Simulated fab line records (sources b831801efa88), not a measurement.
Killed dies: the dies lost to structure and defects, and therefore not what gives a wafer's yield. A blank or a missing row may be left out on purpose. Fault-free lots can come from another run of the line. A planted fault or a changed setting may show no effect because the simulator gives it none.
fab line records :: flow sky130
record
  lots=6
  wafers=18
  last-day=50
route steps=708 shown POLY_GATE@235 LDD_N@237 PAD_OPEN@708
lots that met no fault: from a run of the same line without faults
start-h: the number of hours between the record's first day and the start of the first shown wafer of the lot :: wait-h: how many hours have passed since the lot's step before this one :: " identical to the entry in the row above :: L1.1+2: one row covering several wafers at once :: - no value, or no start given :: * or withheld: withheld :: < > ~ a bound
route shown NAME@n: a module of which the file shows steps, and the number in the route of the first :: usual: mean/standard deviation taken from wafers without a fault :: same: alike in all rows :: chamber/n: place in a boat :: sites: per-site readings :: _std_site: standard deviation of those values :: _edge_site: outer sites' mean less inner sites' :: radius-mm: how far each site lies from the wafer's centre :: mask NAME#n: copy n :: behind: the most recent tool/chamber to have shaped the wafer :: hold: the reason the lot was held/the length of the hold in hours/how it ended :: device: the n, p or np transistor that did not switch :: end of line: at the end of the route, the tests of the same wafers :: for a step that has no rows: nothing shown but its recipe :: killed: dies that structure and defects cost at the first sort, which is not the same as the wafer's yield :: map: a wafer's dies, marking killed ones x, the rest . and places with no die _
set.NAME: the setting as run; set.NAME@STEP: as run at that earlier step :: model.NAME: the simulator's own value behind a step, which no gauge read
lots seen at some steps along the route; tables by step, rows by wafer
services: when a tool's chamber went out of use (start-h, in hours from the record's first day, below 0 if earlier), for how many hours, and the reason
## steps
# step SKY_POLY_GATE_THK_MEAS_21
# recipe
  reads=SiO2_of_POLY_GATE_OXIDATION_20
# usual
  POLY_GATE_OXIDATION_THK=4.00/0.072
lot.wafer: L139.1
tool: film-metro-02
chamber: -
start-h: 381.78
wait-h: 0.0
POLY_GATE_OXIDATION_THK[nm]: 3.97

lot.wafer: L139.5
tool: film-metro-02
chamber: -
start-h: 381.78
wait-h: 0.0
POLY_GATE_OXIDATION_THK[nm]: 3.92

lot.wafer: L139.6
tool: film-metro-02
chamber: -
start-h: 381.78
wait-h: 0.0
POLY_GATE_OXIDATION_THK[nm]: 3.94

lot.wafer: L147.4
tool: film-metro-03
chamber: -
start-h: 467.31
wait-h: 0.0
POLY_GATE_OXIDATION_THK[nm]: 4.13

lot.wafer: L147.5
tool: film-metro-03
chamber: -
start-h: 467.31
wait-h: 0.0
POLY_GATE_OXIDATION_THK[nm]: 4.13

lot.wafer: L147.6
tool: film-metro-03
chamber: -
start-h: 467.31
wait-h: 0.0
POLY_GATE_OXIDATION_THK[nm]: 4.03

lot.wafer: L149.4
tool: film-metro-03
chamber: -
start-h: 474.29
wait-h: 0.0
POLY_GATE_OXIDATION_THK[nm]: 3.96

lot.wafer: L149.5
tool: film-metro-03
chamber: -
start-h: 474.29
wait-h: 0.0
POLY_GATE_OXIDATION_THK[nm]: 4.02

lot.wafer: L149.6
tool: film-metro-03
chamber: -
start-h: 474.29
wait-h: 0.0
POLY_GATE_OXIDATION_THK[nm]: 3.99

lot.wafer: L152.1
tool: film-metro-02
chamber: -
start-h: 504.23
wait-h: 0.0
POLY_GATE_OXIDATION_THK[nm]: 4.01

lot.wafer: L152.3
tool: film-metro-02
chamber: -
start-h: 504.23
wait-h: 0.0
POLY_GATE_OXIDATION_THK[nm]: 3.94

lot.wafer: L152.5
tool: film-metro-02
chamber: -
start-h: 504.23
wait-h: 0.0
POLY_GATE_OXIDATION_THK[nm]: 3.92

lot.wafer: L160.2
tool: film-metro-02
chamber: -
start-h: 556.27
wait-h: 0.0
POLY_GATE_OXIDATION_THK[nm]: 4.01

lot.wafer: L160.3
tool: film-metro-02
chamber: -
start-h: 556.27
wait-h: 0.0
POLY_GATE_OXIDATION_THK[nm]: 3.97

lot.wafer: L160.4
tool: film-metro-02
chamber: -
start-h: 556.27
wait-h: 0.0
POLY_GATE_OXIDATION_THK[nm]: 4.00

lot.wafer: L162.2
tool: film-metro-03
chamber: -
start-h: 572.89
wait-h: 0.0
POLY_GATE_OXIDATION_THK[nm]: 3.97

lot.wafer: L162.3
tool: film-metro-03
chamber: -
start-h: 572.89
wait-h: 0.0
POLY_GATE_OXIDATION_THK[nm]: 4.00

lot.wafer: L162.4
tool: film-metro-03
chamber: -
start-h: 572.89
wait-h: 0.0
POLY_GATE_OXIDATION_THK[nm]: 3.92
# step SKY_POLY_GATE_CD_MEAS_22
# usual
  cd-nm=150.2/2.1
lot.wafer: L139.1
tool: cd-sem-01
chamber: -
start-h: 381.84
wait-h: 0.1
cd-nm: 146.6

lot.wafer: L139.5
tool: cd-sem-01
chamber: -
start-h: 381.84
wait-h: 0.1
cd-nm: 147.9

lot.wafer: L139.6
tool: cd-sem-01
chamber: -
start-h: 381.84
wait-h: 0.1
cd-nm: 144.7

lot.wafer: L147.4
tool: cd-sem-01
chamber: -
start-h: 467.42
wait-h: 0.1
cd-nm: 151.3

lot.wafer: L147.5
tool: cd-sem-01
chamber: -
start-h: 467.42
wait-h: 0.1
cd-nm: 153.1

lot.wafer: L147.6
tool: cd-sem-01
chamber: -
start-h: 467.42
wait-h: 0.1
cd-nm: 152.3

lot.wafer: L149.4
tool: cd-sem-01
chamber: -
start-h: 474.40
wait-h: 0.1
cd-nm: 148.8

lot.wafer: L149.5
tool: cd-sem-01
chamber: -
start-h: 474.40
wait-h: 0.1
cd-nm: 149.8

lot.wafer: L149.6
tool: cd-sem-01
chamber: -
start-h: 474.40
wait-h: 0.1
cd-nm: 149.5

lot.wafer: L152.1
tool: cd-sem-01
chamber: -
start-h: 504.29
wait-h: 0.1
cd-nm: 153.1

lot.wafer: L152.3
tool: cd-sem-01
chamber: -
start-h: 504.29
wait-h: 0.1
cd-nm: 151.7

lot.wafer: L152.5
tool: cd-sem-01
chamber: -
start-h: 504.29
wait-h: 0.1
cd-nm: 150.8

lot.wafer: L160.2
tool: cd-sem-02
chamber: -
start-h: 556.35
wait-h: 0.1
cd-nm: 145.9

lot.wafer: L160.3
tool: cd-sem-02
chamber: -
start-h: 556.35
wait-h: 0.1
cd-nm: 147.7

lot.wafer: L160.4
tool: cd-sem-02
chamber: -
start-h: 556.35
wait-h: 0.1
cd-nm: 149.1

lot.wafer: L162.2
tool: cd-sem-02
chamber: -
start-h: 572.97
wait-h: 0.1
cd-nm: 151.5

lot.wafer: L162.3
tool: cd-sem-02
chamber: -
start-h: 572.97
wait-h: 0.1
cd-nm: 149.5

lot.wafer: L162.4
tool: cd-sem-02
chamber: -
start-h: 572.97
wait-h: 0.1
cd-nm: 150.0
# step SKY_LDD_N_DEHYDRATE_00
# recipe
  temp-c=200
  time-s=60
# step SKY_LDD_N_HMDS_01
# recipe
  prime-time-s=60
  prime-temp-c=120
# step SKY_LDD_N_COAT_02
# recipe
  resist=NOVOLAK
  spin-rpm=3000
  resist-thk-nm=300
# step SKY_LDD_N_SOFTBAKE_03
# recipe
  temp-c=90
  time-s=60
  resist=NOVOLAK
# step SKY_LDD_N_EXPOSE_04
# recipe
  mask-id=NTM
  target-cd-nm=840
  na=0.6
  source-shape=conventional
  sigma-outer=0.6
  dose-mj=110
# step SKY_LDD_N_PEB_05
# recipe
  temp-c=withheld
  time-s=*
  resist=NOVOLAK
# step SKY_LDD_N_DEVELOP_06
# recipe
  develop-time-s=60
  dev-temp-c=23
# step SKY_LDD_N_OVL_MEAS_07
# usual
  LDD_N_OVL=-0.9/1.3
lot.wafer: L139.1
tool: overlay-02
chamber: -
start-h: 408.87
wait-h: 0.1
LDD_N_OVL[nm]: -1.6

lot.wafer: L139.5
tool: overlay-02
chamber: -
start-h: 408.87
wait-h: 0.1
LDD_N_OVL[nm]: -1.1

lot.wafer: L139.6
tool: overlay-02
chamber: -
start-h: 408.87
wait-h: 0.1
LDD_N_OVL[nm]: -1.3

lot.wafer: L147.4
tool: overlay-01
chamber: -
start-h: 498.08
wait-h: 0.1
LDD_N_OVL[nm]: -0.2

lot.wafer: L147.5
tool: overlay-01
chamber: -
start-h: 498.08
wait-h: 0.1
LDD_N_OVL[nm]: -1.0

lot.wafer: L147.6
tool: overlay-01
chamber: -
start-h: 498.08
wait-h: 0.1
LDD_N_OVL[nm]: 0.2

lot.wafer: L149.4
tool: overlay-02
chamber: -
start-h: 505.73
wait-h: 0.1
LDD_N_OVL[nm]: -1.6

lot.wafer: L149.5
tool: overlay-02
chamber: -
start-h: 505.73
wait-h: 0.1
LDD_N_OVL[nm]: -1.3

lot.wafer: L149.6
tool: overlay-02
chamber: -
start-h: 505.73
wait-h: 0.1
LDD_N_OVL[nm]: -0.5

lot.wafer: L152.1
tool: overlay-02
chamber: -
start-h: 534.57
wait-h: 0.1
LDD_N_OVL[nm]: 0.6

lot.wafer: L152.3
tool: overlay-02
chamber: -
start-h: 534.57
wait-h: 0.1
LDD_N_OVL[nm]: -1.7

lot.wafer: L152.5
tool: overlay-02
chamber: -
start-h: 534.57
wait-h: 0.1
LDD_N_OVL[nm]: -1.5

lot.wafer: L160.2
tool: overlay-01
chamber: -
start-h: 586.14
wait-h: 0.1
LDD_N_OVL[nm]: -0.3

lot.wafer: L160.3
tool: overlay-01
chamber: -
start-h: 586.14
wait-h: 0.1
LDD_N_OVL[nm]: -1.2

lot.wafer: L160.4
tool: overlay-01
chamber: -
start-h: 586.14
wait-h: 0.1
LDD_N_OVL[nm]: -0.8

lot.wafer: L162.2
tool: overlay-02
chamber: -
start-h: 602.64
wait-h: 0.1
LDD_N_OVL[nm]: -0.8

lot.wafer: L162.3
tool: overlay-02
chamber: -
start-h: 602.64
wait-h: 0.1
LDD_N_OVL[nm]: 0.4

lot.wafer: L162.4
tool: overlay-02
chamber: -
start-h: 602.64
wait-h: 0.1
LDD_N_OVL[nm]: 0.6
# step SKY_LDD_N_IMPLANT_08
# recipe
  species=As
  energy-kev=20
  dose-cm2=7.5e+13
  tilt-deg=withheld
  rotation-deg=23
# step SKY_LDD_N_IMPLANT_09
# recipe
  species=As
  energy-kev=20
  dose-cm2=7.5e+13
  tilt-deg=withheld
  rotation-deg=113
# step SKY_LDD_N_IMPLANT_10
# recipe
  species=As
  energy-kev=20
  dose-cm2=7.5e+13
  tilt-deg=withheld
  rotation-deg=203
# usual
  dose-ions-cm2=7.5e+13/8.2e+10
  end-station-pressure-torr=5.4e-06/3.2e-07
  faraday-current-uA=419/9.5
lot.wafer: L139.1
tool: implanter-03
chamber: 0
start-h: 409.20
wait-h: 0.1
dose-ions-cm2: 7.518e+13
end-station-pressure-torr: 5e-06
faraday-current-uA: 433

lot.wafer: L139.5
tool: implanter-03
chamber: 0
start-h: 409.20
wait-h: 0.1
dose-ions-cm2: 7.508e+13
end-station-pressure-torr: 5.5e-06
faraday-current-uA: 416

lot.wafer: L139.6
tool: implanter-03
chamber: 0
start-h: 409.20
wait-h: 0.1
dose-ions-cm2: 7.508e+13
end-station-pressure-torr: 5.6e-06
faraday-current-uA: 419

lot.wafer: L147.4
tool: implanter-02
chamber: 0
start-h: 498.48
wait-h: 0.1
dose-ions-cm2: 7.502e+13
end-station-pressure-torr: 5.1e-06
faraday-current-uA: 424

lot.wafer: L147.5
tool: implanter-02
chamber: 0
start-h: 498.48
wait-h: 0.1
dose-ions-cm2: 7.5e+13
end-station-pressure-torr: 5.5e-06
faraday-current-uA: 407

lot.wafer: L147.6
tool: implanter-02
chamber: 0
start-h: 498.48
wait-h: 0.1
dose-ions-cm2: 7.488e+13
end-station-pressure-torr: 5.4e-06
faraday-current-uA: 412

lot.wafer: L149.4
tool: implanter-03
chamber: 0
start-h: 506.13
wait-h: 0.1
dose-ions-cm2: 8.258e+13
end-station-pressure-torr: 5.6e-06
faraday-current-uA: 477

lot.wafer: L149.5
tool: implanter-03
chamber: 0
start-h: 506.13
wait-h: 0.1
dose-ions-cm2: 8.283e+13
end-station-pressure-torr: 5.8e-06
faraday-current-uA: 462

lot.wafer: L149.6
tool: implanter-03
chamber: 0
start-h: 506.13
wait-h: 0.1
dose-ions-cm2: 8.259e+13
end-station-pressure-torr: 4.9e-06
faraday-current-uA: 463

lot.wafer: L152.1
tool: implanter-03
chamber: 0
start-h: 535.37
wait-h: 0.1
dose-ions-cm2: 8.256e+13
end-station-pressure-torr: 4.9e-06
faraday-current-uA: 465

lot.wafer: L152.3
tool: implanter-03
chamber: 0
start-h: 535.37
wait-h: 0.1
dose-ions-cm2: 8.253e+13
end-station-pressure-torr: 5.4e-06
faraday-current-uA: 473

lot.wafer: L152.5
tool: implanter-03
chamber: 0
start-h: 535.37
wait-h: 0.1
dose-ions-cm2: 8.263e+13
end-station-pressure-torr: 5.1e-06
faraday-current-uA: 458

lot.wafer: L160.2
tool: implanter-01
chamber: 0
start-h: 586.50
wait-h: 0.1
dose-ions-cm2: 7.509e+13
end-station-pressure-torr: 5e-06
faraday-current-uA: 414

lot.wafer: L160.3
tool: implanter-01
chamber: 0
start-h: 586.50
wait-h: 0.1
dose-ions-cm2: 7.494e+13
end-station-pressure-torr: 6.1e-06
faraday-current-uA: 424

lot.wafer: L160.4
tool: implanter-01
chamber: 0
start-h: 586.50
wait-h: 0.1
dose-ions-cm2: 7.513e+13
end-station-pressure-torr: 5.9e-06
faraday-current-uA: 425

lot.wafer: L162.2
tool: implanter-03
chamber: 0
start-h: 603.00
wait-h: 0.1
dose-ions-cm2: 7.496e+13
end-station-pressure-torr: 5.7e-06
faraday-current-uA: 431

lot.wafer: L162.3
tool: implanter-03
chamber: 0
start-h: 603.00
wait-h: 0.1
dose-ions-cm2: 7.5e+13
end-station-pressure-torr: 5.3e-06
faraday-current-uA: 434

lot.wafer: L162.4
tool: implanter-03
chamber: 0
start-h: 603.00
wait-h: 0.1
dose-ions-cm2: 7.49e+13
end-station-pressure-torr: 4.8e-06
faraday-current-uA: 433
# step SKY_LDD_N_IMPLANT_11
# recipe
  species=As
  energy-kev=20
  dose-cm2=7.5e+13
  tilt-deg=withheld
  rotation-deg=293
# step SKY_PAD_OPEN_PROBE_99
# usual
  killed_at_M0_to_M3=44/8.6
  killed_at_M4_up=3.4/1.9
  killed-at-contacts=23/5.7
  killed-at-front-end=15/4.5
  killed-at-other=0.4/0.62
  killed-dies=86/11
  killed-open=46/7.6
  killed-short=39/6.3
# same
  gross-dies=492
  killed-at-back-side=0
lot.wafer: L139.1
tool: prober-02
chamber: -
start-h: 1085.39
wait-h: 0.1
killed_at_M0_to_M3: 32
killed_at_M4_up: 3
killed-at-contacts: 19
killed-at-front-end: 7
killed-at-other: 1
killed-dies: 62
killed-open: 37
killed-short: 25
model.etest.tip-n.rs-ohm-sq: 447.6

lot.wafer: L139.5
tool: prober-02
chamber: -
start-h: 1085.59
wait-h: 0.2
killed_at_M0_to_M3: 35
killed_at_M4_up: 6
killed-at-contacts: 23
killed-at-front-end: 15
killed-at-other: 0
killed-dies: 79
killed-open: 37
killed-short: 42
model.etest.tip-n.rs-ohm-sq: 447.5

lot.wafer: L139.6
tool: prober-02
chamber: -
start-h: 1085.64
wait-h: 0.2
killed_at_M0_to_M3: 30
killed_at_M4_up: 3
killed-at-contacts: 31
killed-at-front-end: 8
killed-at-other: 0
killed-dies: 72
killed-open: 42
killed-short: 30
model.etest.tip-n.rs-ohm-sq: 442.9

lot.wafer: L147.4
tool: prober-01
chamber: -
start-h: 1144.96
wait-h: 0.2
killed_at_M0_to_M3: 40
killed_at_M4_up: 4
killed-at-contacts: 16
killed-at-front-end: 23
killed-at-other: 0
killed-dies: 83
killed-open: 40
killed-short: 43
model.etest.tip-n.rs-ohm-sq: 439.5

lot.wafer: L147.5
tool: prober-01
chamber: -
start-h: 1145.01
wait-h: 0.2
killed_at_M0_to_M3: 50
killed_at_M4_up: 2
killed-at-contacts: 16
killed-at-front-end: 15
killed-at-other: 0
killed-dies: 83
killed-open: 45
killed-short: 37
model.etest.tip-n.rs-ohm-sq: 442.7

lot.wafer: L147.6
tool: prober-01
chamber: -
start-h: 1145.06
wait-h: 0.2
killed_at_M0_to_M3: 41
killed_at_M4_up: 2
killed-at-contacts: 24
killed-at-front-end: 15
killed-at-other: 1
killed-dies: 83
killed-open: 52
killed-short: 31
model.etest.tip-n.rs-ohm-sq: 443.1

lot.wafer: L149.4
tool: prober-02
chamber: -
start-h: 1146.11
wait-h: 0.2
killed_at_M0_to_M3: 41
killed_at_M4_up: 6
killed-at-contacts: 22
killed-at-front-end: 22
killed-at-other: 0
killed-dies: 91
killed-open: 55
killed-short: 36
model.etest.tip-n.rs-ohm-sq: 434.6

lot.wafer: L149.5
tool: prober-02
chamber: -
start-h: 1146.16
wait-h: 0.2
killed_at_M0_to_M3: 32
killed_at_M4_up: 3
killed-at-contacts: 24
killed-at-front-end: 21
killed-at-other: 0
killed-dies: 80
killed-open: 40
killed-short: 40
model.etest.tip-n.rs-ohm-sq: 431.9

lot.wafer: L149.6
tool: prober-02
chamber: -
start-h: 1146.21
wait-h: 0.2
killed_at_M0_to_M3: 44
killed_at_M4_up: 2
killed-at-contacts: 26
killed-at-front-end: 19
killed-at-other: 0
killed-dies: 91
killed-open: 56
killed-short: 35
model.etest.tip-n.rs-ohm-sq: 434.4

lot.wafer: L152.1
tool: prober-02
chamber: -
start-h: 1174.29
wait-h: 0.1
killed_at_M0_to_M3: 43
killed_at_M4_up: 2
killed-at-contacts: 28
killed-at-front-end: 11
killed-at-other: 0
killed-dies: 84
killed-open: 48
killed-short: 36
model.etest.tip-n.rs-ohm-sq: 431.8

lot.wafer: L152.3
tool: prober-02
chamber: -
start-h: 1174.39
wait-h: 0.2
killed_at_M0_to_M3: 47
killed_at_M4_up: 2
killed-at-contacts: 42
killed-at-front-end: 8
killed-at-other: 0
killed-dies: 99
killed-open: 56
killed-short: 43
model.etest.tip-n.rs-ohm-sq: 429.1

lot.wafer: L152.5
tool: prober-02
chamber: -
start-h: 1174.49
wait-h: 0.2
killed_at_M0_to_M3: 35
killed_at_M4_up: 3
killed-at-contacts: 27
killed-at-front-end: 14
killed-at-other: 0
killed-dies: 79
killed-open: 42
killed-short: 34
model.etest.tip-n.rs-ohm-sq: 432
# killed by level:class
L139.1 VIA1:geometric-particle:open=11 CONTACT:geometric-particle:open=7 LI_CONTACT:geometric-particle:open=6 VIA1:geometric-particle:short=4 VIA2:geometric-particle:short=4 POLY_GATE:geometric-particle:open=3 LI_CONTACT:geometric-particle:short=3 LOCAL_INTERCONNECT:geometric-particle:short=3
L139.5 CONTACT:geometric-particle:open=8 VIA1:geometric-particle:open=8 CONTACT:geometric-particle:short=7 METAL2:geometric-particle:short=6 VIA2:geometric-particle:open=6 VIA3:geometric-particle:open=5 FIELD_ISO:geometric-particle:short=3 METAL1:geometric-particle:short=3
L139.6 CONTACT:geometric-particle:open=14 VIA1:geometric-particle:open=11 CONTACT:geometric-particle:short=7 LI_CONTACT:geometric-particle:open=5 VIA2:geometric-particle:open=4 LOCAL_INTERCONNECT:geometric-particle:short=3 VIA1:geometric-particle:short=3 METAL4:geometric-particle:short=3
L147.4 FIELD_ISO:geometric-particle:short=8 CONTACT:geometric-particle:open=8 VIA3:geometric-particle:open=6 FIELD_ISO:geometric-particle:open=5 POLY_GATE:geometric-particle:short=5 VIA1:geometric-particle:open=5 METAL2:geometric-particle:short=5 VIA2:geometric-particle:open=5
L147.5 VIA1:geometric-particle:open=13 VIA2:geometric-particle:open=7 VIA1:geometric-particle:short=7 METAL1:geometric-particle:short=7 LI_CONTACT:geometric-particle:open=6 LOCAL_INTERCONNECT:geometric-particle:short=5 FIELD_ISO:geometric-particle:open=4 METAL2:geometric-particle:short=4
L147.6 VIA1:geometric-particle:open=15 CONTACT:geometric-particle:open=11 LI_CONTACT:geometric-particle:open=7 VIA3:geometric-particle:open=7 POLY_GATE:geometric-particle:short=6 VIA2:geometric-particle:open=5 METAL1:geometric-particle:short=4 VIA1:geometric-particle:short=4
L149.4 CONTACT:geometric-particle:open=9 VIA2:geometric-particle:open=9 LI_CONTACT:geometric-particle:open=8 VIA1:geometric-particle:open=7 VIA3:geometric-particle:open=7 METAL4:geometric-particle:short=6 POLY_GATE:geometric-particle:open=6 METAL2:geometric-particle:short=5
L149.5 CONTACT:geometric-particle:open=10 FIELD_ISO:geometric-particle:short=9 VIA3:geometric-particle:open=8 VIA1:geometric-particle:open=7 FIELD_ISO:geometric-particle:open=4 LI_CONTACT:geometric-particle:open=4 LOCAL_INTERCONNECT:geometric-particle:short=4 POLY_GATE:geometric-particle:open=3
L149.6 VIA1:geometric-particle:open=12 CONTACT:geometric-particle:open=12 METAL1:geometric-particle:short=9 FIELD_ISO:geometric-particle:open=8 VIA3:geometric-particle:open=6 LI_CONTACT:geometric-particle:open=5 FIELD_ISO:geometric-particle:short=4 LOCAL_INTERCONNECT:geometric-particle:short=4
L152.1 VIA3:geometric-particle:open=13 VIA2:geometric-particle:open=10 CONTACT:geometric-particle:short=8 CONTACT:geometric-particle:open=7 LI_CONTACT:geometric-particle:open=6 METAL2:geometric-particle:short=4 LOCAL_INTERCONNECT:geometric-particle:short=4 VIA1:geometric-particle:open=4
L152.3 VIA1:geometric-particle:open=11 CONTACT:geometric-particle:open=10 VIA2:geometric-particle:open=10 LI_CONTACT:geometric-particle:short=9 VIA3:geometric-particle:open=8 CONTACT:geometric-particle:short=7 METAL2:geometric-particle:short=7 LOCAL_INTERCONNECT:geometric-particle:short=6
L152.5 CONTACT:geometric-particle:open=10 VIA3:geometric-particle:open=8 POLY_GATE:geometric-particle:short=5 LI_CONTACT:geometric-particle:short=5 LI_CONTACT:geometric-particle:open=5 VIA2:geometric-particle:open=5 VIA1:geometric-particle:open=5 POLY_GATE:geometric-particle:open=4
## services
tool: implanter-02
chamber: -
start-h: 458.96
hours: 1.5
kind: repair

tool: implanter-03
chamber: -
start-h: 481.24
hours: 1.1
kind: repair

tool: implanter-01
chamber: -
start-h: 531.40
hours: 4.6
kind: pm

tool: implanter-02
chamber: -
start-h: 535.30
hours: 4.4
kind: pm

tool: implanter-02
chamber: -
start-h: 556.09
hours: 2.0
kind: repair

tool: implanter-03
chamber: -
start-h: 566.77
hours: 3.4
kind: pm
## key
first-sign
  step=SKY_LDD_N_IMPLANT_10
  reading=dose-ions-cm2
  direction=up
  sigmas=93
  usual=*
  struck=*
effect
  step=SKY_LDD_N_IMPLANT_10
  reading=faraday-current-uA
  direction=up
  sigmas=5
  usual=419
  struck=467
model-effect
  step=SKY_PAD_OPEN_PROBE_99
  value=etest.tip-n.rs-ohm-sq
  without=439.2
  struck=432.3
met-at SKY_LDD_N_IMPLANT_10
struck-wafers L149.4,L149.5,L149.6,L152.1,L152.3,L152.5
tester-left-out L149,L152
onset-between 409.20 506.13
fault
  kind=process-parameter-drift
  tool=implanter-03
  chamber=-
  onset-h=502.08
  steps=SKY_LDD_N_IMPLANT_10
  channel=dose-cm2
  offset=*
  shape=step
  end-h=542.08
  acts-in=*
  stated=*
# tester-left-out: of these lots the tester's yield and bins aren't shown, on N5 and GAA mostly nor the transistor test; their killed dies are dies lost to structure and defects alone, not to doping, threshold or leakage, so they don't give the yield
